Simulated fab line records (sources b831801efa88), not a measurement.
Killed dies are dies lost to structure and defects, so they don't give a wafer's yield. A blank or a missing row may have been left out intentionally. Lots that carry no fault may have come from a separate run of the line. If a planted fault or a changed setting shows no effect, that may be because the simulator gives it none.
The tool behind it: which one? + flow gf180mcu + 24 lots with 72 wafers sampled at 4 steps, on a route of 602 steps

WHAT THE GAUGES READ, wafer by wafer
GF_CONTACT_THK_MEAS_03. Usual: for CONTACT_CVD_02_THK the level is 849 nm and the standard deviation is 12.
| lot  | measured     | on           | CONTACT_CVD_02_THK (nm) | flag |
|------|--------------|--------------|-------------------------|------|
| L074 | day 15 15:27 | filmMetro-02 | 832 833 849             |      |
| L075 | day 15 20:19 | filmMetro-01 | 841 841 832             |      |
| L076 | day 16 06:32 | filmMetro-04 | 845 863 851             |      |
| L077 | day 16 19:44 | filmMetro-01 | 859 862 873             |      |
| L078 | day 17 00:26 | filmMetro-02 | 852 837 845             |      |
| L079 | day 17 04:20 | filmMetro-01 | 846 846 871             |      |
| L080 | day 18 03:18 | filmMetro-02 | 849 845 862             |      |
| L081 | day 18 02:28 | filmMetro-04 | 835 851 855             |      |
| L082 | day 18 09:50 | filmMetro-02 | 853 835 843             |      |
| L083 | day 18 14:27 | filmMetro-04 | 830 834 843             |      |
| L084 | day 19 14:17 | filmMetro-02 | 835 857 872             |      |
| L085 | day 19 16:11 | filmMetro-01 | 851 865 859             |      |
| L086 | day 19 23:56 | filmMetro-04 | 859 830 865             |      |
| L087 | day 20 10:05 | filmMetro-02 | 840 845 853             |      |
| L088 | day 20 17:08 | filmMetro-04 | 838 820 835             |      |
| L089 | day 20 23:41 | filmMetro-02 | 836 844 848             |      |
| L090 | day 21 07:18 | filmMetro-01 | 845 853 859             |      |
| L091 | day 21 16:34 | filmMetro-04 | 837 844 853             |      |
| L092 | day 22 04:34 | filmMetro-02 | 849 857 871             |      |
| L093 | day 22 07:14 | filmMetro-01 | 854 858 869             |      |
| L094 | day 22 14:03 | filmMetro-04 | 834 861 858             |      |
| L095 | day 22 20:58 | filmMetro-01 | 865 863 858             |      |
| L096 | day 23 04:05 | filmMetro-02 | 842 855 873             |      |
| L097 | day 23 07:50 | filmMetro-01 | 820 848 842             |      |

GF_M1_CD_MEAS_14: target cd 230 nm. Usual: cdNm at 229.6 nm, with a standard deviation of 1.3.
| lot  | measured     | on       | cdNm (nm)         | flag |
|------|--------------|----------|-------------------|------|
| L074 | day 17 14:17 | cdSem-01 | 229.8 228.7 230.1 |      |
| L075 | day 17 19:58 | cdSem-02 | 227.6 227.9 226.9 |      |
| L076 | day 18 05:59 | cdSem-01 | 231.7 231.8 231.9 |      |
| L077 | day 18 20:44 | cdSem-01 | 229.8 228.8 229.9 |      |
| L078 | day 19 02:20 | cdSem-01 | 227.1 228.3 227.9 |      |
| L079 | day 19 06:02 | cdSem-02 | 230.4 230.9 230.2 |      |
| L080 | day 20 06:31 | cdSem-01 | 229.1 229.2 228.2 |      |
| L081 | day 20 06:16 | cdSem-02 | 229.7 231.3 230.4 |      |
| L082 | day 20 12:20 | cdSem-01 | 228.1 228.9 228.1 |      |
| L083 | day 20 17:19 | cdSem-01 | 229.0 228.9 229.0 |      |
| L084 | day 21 16:44 | cdSem-02 | 230.0 229.6 229.3 |      |
| L085 | day 21 19:11 | cdSem-01 | 230.8 230.1 231.0 |      |
| L086 | day 22 01:58 | cdSem-01 | 228.3 227.6 227.9 |      |
| L087 | day 22 11:20 | cdSem-01 | 228.9 229.0 228.8 |      |
| L088 | day 22 19:17 | cdSem-02 | 229.9 229.2 230.9 |      |
| L089 | day 23 00:56 | cdSem-02 | 231.5 231.3 230.5 |      |
| L090 | day 23 08:58 | cdSem-02 | 228.7 228.7 228.8 |      |
| L091 | day 23 17:20 | cdSem-01 | 231.2 230.0 232.2 |      |
| L092 | day 24 04:17 | cdSem-02 | 228.8 229.8 230.7 |      |
| L093 | day 24 06:35 | cdSem-02 | 232.1 231.0 231.1 |      |
| L094 | day 24 11:11 | cdSem-01 | 230.0 231.9 231.6 |      |
| L095 | day 24 19:23 | cdSem-01 | 228.0 229.3 228.9 |      |
| L096 | day 25 03:13 | cdSem-02 | 228.0 227.9 228.7 |      |
| L097 | day 25 05:44 | cdSem-02 | 231.1 230.9 230.8 |      |

WHICH TOOL RAN EACH LOT (tool, then ch and the chambers of the sampled wafers, then the start)
| lot  | GF_NWELL_STRIP_10                  | GF_SALICIDE_SPUTTER_02      |
|------|------------------------------------|-----------------------------|
| L074 | plasmaAsher-01 ch 0,1, day 3 11:32 | pvdSputter-01, day 15 14:44 |
| L075 | plasmaAsher-02 ch 0,1, day 3 16:14 | pvdSputter-04, day 15 19:37 |
| L076 | plasmaAsher-01 ch 0,1, day 3 22:05 | pvdSputter-04, day 16 05:50 |
| L077 | plasmaAsher-02 ch 0,1, day 4 04:25 | pvdSputter-04, day 16 19:02 |
| L078 | plasmaAsher-02 ch 0,1, day 4 07:25 | pvdSputter-01, day 16 23:44 |
| L079 | plasmaAsher-02 ch 0,1, day 4 11:16 | pvdSputter-03, day 17 03:38 |
| L080 | plasmaAsher-01 ch 0,1, day 4 19:04 | pvdSputter-04, day 18 02:35 |
| L081 | plasmaAsher-04 ch 0,1, day 5 00:25 | pvdSputter-04, day 18 01:46 |
| L082 | plasmaAsher-04 ch 0,1, day 5 02:55 | pvdSputter-04, day 18 09:08 |
| L083 | plasmaAsher-04 ch 0,1, day 5 08:34 | pvdSputter-03, day 18 13:44 |
| L084 | plasmaAsher-02 ch 0,1, day 5 16:44 | pvdSputter-04, day 19 13:35 |
| L085 | plasmaAsher-01 ch 0,1, day 5 21:41 | pvdSputter-01, day 19 15:29 |
| L086 | plasmaAsher-02 ch 0,1, day 6 03:16 | pvdSputter-03, day 19 23:14 |
| L087 | plasmaAsher-04 ch 0,1, day 6 07:53 | pvdSputter-01, day 20 09:23 |
| L088 | plasmaAsher-01 ch 0,1, day 6 13:46 | pvdSputter-04, day 20 16:26 |
| L089 | plasmaAsher-01 ch 0,1, day 6 19:52 | pvdSputter-03, day 20 22:59 |
| L090 | plasmaAsher-01 ch 0,1, day 7 00:37 | pvdSputter-03, day 21 06:35 |
| L091 | plasmaAsher-04 ch 0,1, day 7 06:40 | pvdSputter-01, day 21 15:50 |
| L092 | plasmaAsher-04 ch 0,1, day 7 12:07 | pvdSputter-01, day 22 03:35 |
| L093 | plasmaAsher-02 ch 0,1, day 7 16:14 | pvdSputter-01, day 22 06:31 |
| L094 | plasmaAsher-01 ch 0,1, day 7 21:16 | pvdSputter-04, day 22 13:21 |
| L095 | plasmaAsher-02 ch 0,1, day 8 02:38 | pvdSputter-01, day 22 20:14 |
| L096 | plasmaAsher-02 ch 0,1, day 8 08:56 | pvdSputter-04, day 23 03:23 |
| L097 | plasmaAsher-02 ch 0,1, day 8 13:26 | pvdSputter-03, day 23 07:08 |
- GF_NWELL_STRIP_10: strips in O2/N2.
- GF_SALICIDE_SPUTTER_02: material Co, target thk 10 nm, time 20 s.

AS READ BY THE TOOLS THEMSELVES (means over the sampled wafers that have a number; for cases with no such wafer, the mark the record gives instead)
GF_NWELL_STRIP_10. Usual: drypumpMotorCurrentA 5.9 A, standard deviation 0.37; heaterPowerW 316 W, standard deviation 25; oesProductAu 0.722 a.u., standard deviation 0.0042; stripTimeToEndpointS 36.82 s, standard deviation 0.12.
| lot  | tool           | drypumpMotorCurrentA (A) | heaterPowerW (W) | oesProductAu (a.u.) | stripTimeToEndpointS (s) | flag |
|------|----------------|--------------------------|------------------|---------------------|--------------------------|------|
| L074 | plasmaAsher-01 | 5.7                      | 288              | 0.719               | 36.73                    |      |
| L075 | plasmaAsher-02 | 6.0                      | 332              | 0.723               | 36.93                    |      |
| L076 | plasmaAsher-01 | 5.7                      | 283              | 0.719               | 36.85                    |      |
| L077 | plasmaAsher-02 | 6.3                      | 322              | 0.726               | 37.02                    |      |
| L078 | plasmaAsher-02 | 6.0                      | 337              | 0.724               | 37.00                    |      |
| L079 | plasmaAsher-02 | 6.3                      | 324              | 0.722               | 36.72                    |      |
| L080 | plasmaAsher-01 | 5.6                      | 294              | 0.725               | 36.59                    |      |
| L081 | plasmaAsher-04 | 5.9                      | 330              | 0.721               | 36.74                    |      |
| L082 | plasmaAsher-04 | 5.9                      | 325              | 0.723               | 36.59                    |      |
| L083 | plasmaAsher-04 | 5.9                      | 329              | 0.724               | 36.78                    |      |
| L084 | plasmaAsher-02 | 6.2                      | 328              | 0.721               | 36.92                    |      |
| L085 | plasmaAsher-01 | 5.7                      | 282              | 0.722               | 36.78                    |      |
| L086 | plasmaAsher-02 | 6.3                      | 325              | 0.723               | 36.90                    |      |
| L087 | plasmaAsher-04 | 5.9                      | 327              | 0.725               | 36.81                    |      |
| L088 | plasmaAsher-01 | 5.7                      | 281              | 0.720               | 36.73                    |      |
| L089 | plasmaAsher-01 | 5.6                      | 294              | 0.715               | 36.79                    |      |
| L090 | plasmaAsher-01 | 5.7                      | 283              | 0.722               | 36.88                    |      |
| L091 | plasmaAsher-04 | 5.8                      | 326              | 0.722               | 36.83                    |      |
| L092 | plasmaAsher-04 | 5.9                      | 336              | 0.723               | 37.02                    |      |
| L093 | plasmaAsher-02 | 6.0                      | 334              | 0.724               | 36.86                    |      |
| L094 | plasmaAsher-01 | 5.6                      | 289              | 0.722               | 36.78                    |      |
| L095 | plasmaAsher-02 | 6.2                      | 327              | 0.719               | 36.83                    |      |
| L096 | plasmaAsher-02 | 6.2                      | 320              | 0.721               | 36.93                    |      |
| L097 | plasmaAsher-02 | 6.2                      | 321              | 0.718               | 36.82                    |      |

GF_SALICIDE_SPUTTER_02. Usual: throttleValvePct at 30.5 %, with a standard deviation of 1.1.
| lot  | tool          | throttleValvePct (%) | flag |
|------|---------------|----------------------|------|
| L074 | pvdSputter-01 | 30.2                 |      |
| L075 | pvdSputter-04 | 29.6                 |      |
| L076 | pvdSputter-04 | 32.2                 |      |
| L077 | pvdSputter-04 | 30.7                 |      |
| L078 | pvdSputter-01 | 30.1                 |      |
| L079 | pvdSputter-03 | 30.5                 |      |
| L080 | pvdSputter-04 | 29.7                 |      |
| L081 | pvdSputter-04 | 30.3                 |      |
| L082 | pvdSputter-04 | 30.8                 |      |
| L083 | pvdSputter-03 | 30.5                 |      |
| L084 | pvdSputter-04 | 30.8                 |      |
| L085 | pvdSputter-01 | 30.7                 |      |
| L086 | pvdSputter-03 | 30.6                 |      |
| L087 | pvdSputter-01 | 30.5                 |      |
| L088 | pvdSputter-04 | 29.3                 |      |
| L089 | pvdSputter-03 | 30.3                 |      |
| L090 | pvdSputter-03 | 30.1                 |      |
| L091 | pvdSputter-01 | 30.6                 |      |
| L092 | pvdSputter-01 | 30.0                 |      |
| L093 | pvdSputter-01 | 30.4                 |      |
| L094 | pvdSputter-04 | 31.2                 |      |
| L095 | pvdSputter-01 | 30.6                 |      |
| L096 | pvdSputter-04 | 31.3                 |      |
| L097 | pvdSputter-03 | 31.0                 |      |

THE ANSWER, worked out from the rows above alone
Rule: lot off if the mean of its wafers having a number is beyond 3 standard deviations from the usual mean. Also off: a lot with no number at a reading for which 4 or more lots have one. Any other lot the step has rows for is counted as sound. The gauges are gone through in route order, then the tools' own readings, and for those a lot's mean is taken as printed above. The first step at which some lot is off is used, and at that step the reading that is off furthest; a lot without a number counts as furthest.
None of the lots is off at any reading shown; this tells nothing.

WHAT HAD BEEN PUT IN BY THE SIMULATOR
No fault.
